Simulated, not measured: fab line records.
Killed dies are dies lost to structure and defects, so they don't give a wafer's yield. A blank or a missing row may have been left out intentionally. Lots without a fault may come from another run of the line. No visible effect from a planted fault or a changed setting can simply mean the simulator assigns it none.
Comparing a struck lot with a sound one :: flow sky130 :: 14 out of 708 route steps
Sound: wafers L728.1, L728.3, L728.4. Struck: wafers L716.2, L716.4, L716.6. The cause comes at the end.
Per side, at each step with rows, come the tool, then ch with its chambers, and then its first start. Under that, the readings that differ: sound wafers :: struck wafers :: difference of the means :: sigmas: that difference in standard deviations of wafers without a fault.
alike: readings whose means differ by less than 2 such deviations, and words and numbers that are the same on both sides. not compared: withheld readings, readings that some wafer has no value for, bounds like >300 that may hide the same value, and numbers for which the record gives no deviation and whose values overlap.
A row with sigmas, a row that says differs or no value, or rows on one side alone: a step with any of these is where the two part. Non-overlapping numbers with no deviation appear without sigmas and do not part them. A reading missing from all wafers of one side parts the sides only when that side holds two or more wafers.

SKY_CONTACT_STRIP_19: strips in O2/N2.
  sound on plasmaAsher-01 ch 0,1, day 37 18:26; struck on plasmaAsher-03 ch 0,1, day 34 16:35
  alike: drypumpMotorCurrentA, oesProductAu, stripTimeToEndpointS
  not compared: rfHoursCounterH
then, 5 steps without rows for these wafers: SKY_CONTACT_STRIP_20 (strips in post etch residue remover, time 1200 s); SKY_CONTACT_CLEAN_21 (cleans in IPA, time 180 s); SKY_CONTACT_CLEAN_22 (cleans in O3/DIW); SKY_CONTACT_SPUTTER_23 (material TiN, target thk 20 nm, time 80 s); SKY_CONTACT_CVD_24 (deposits W, target thk 340 nm, time 102.12 s).
SKY_CONTACT_RS_MEAS_25: uses a four-point probe to measure.
  sound on filmMetro-03 at day 37 19:13; struck on filmMetro-01 at day 34 17:22
  alike: CONTACT_W_RS
SKY_CONTACT_THK_MEAS_26: measures by xrf.
  sound on filmMetro-03 at day 37 19:20; struck on filmMetro-01 at day 34 17:28
  alike: CONTACT_W_THK
then, 1 step without rows for these wafers: SKY_CONTACT_CMP_27 (polishes, stops on SiO2, t overpolish 15 s, target thk 0 nm).
SKY_METAL1_SPUTTER_00: material Ti, target thk 15 nm, time 10 s.
  sound on pvdSputter-01 at day 37 19:42; struck on pvdSputter-02 at day 34 17:49
  alike: cathodeDcPowerW, chamberPressurePa, throttleValvePct
SKY_METAL1_SPUTTER_01: material TiN, target thk 20 nm, time 16.7 s.
  sound on pvdSputter-01 at day 37 19:43; struck on pvdSputter-02 at day 34 17:50
  alike: cathodeDcPowerW, chamberPressurePa, throttleValvePct
SKY_METAL1_SPUTTER_02: material AlCu, target thk 250 nm, time 13.3 s.
  sound on pvdSputter-01 at day 37 19:45; struck on pvdSputter-02 at day 34 17:52
  alike: cathodeDcPowerW, chamberPressurePa, throttleValvePct
SKY_METAL1_SPUTTER_03: material Ti, target thk 5 nm, time 3.3 s.
  sound on pvdSputter-01 at day 37 19:46; struck on pvdSputter-02 at day 34 17:54
  no value came back on the struck wafers for cathodeDcPowerW (W), chamberPressurePa (Pa), throttleValvePct (%); on the sound wafers cathodeDcPowerW (W) reads 3000.0 3000.0 2999.2
SKY_METAL1_SPUTTER_04: material TiN, target thk 70 nm, time 58.3 s.
  sound on pvdSputter-01 at day 37 19:47; struck on pvdSputter-02 at day 34 17:55
  alike: cathodeDcPowerW, chamberPressurePa, throttleValvePct

## WHERE THEY PART
SKY_METAL1_SPUTTER_03 only, going by this record. Later steps at which nothing parts them and some readings are alike: SKY_METAL1_SPUTTER_04.

WHY: what the simulator had put in
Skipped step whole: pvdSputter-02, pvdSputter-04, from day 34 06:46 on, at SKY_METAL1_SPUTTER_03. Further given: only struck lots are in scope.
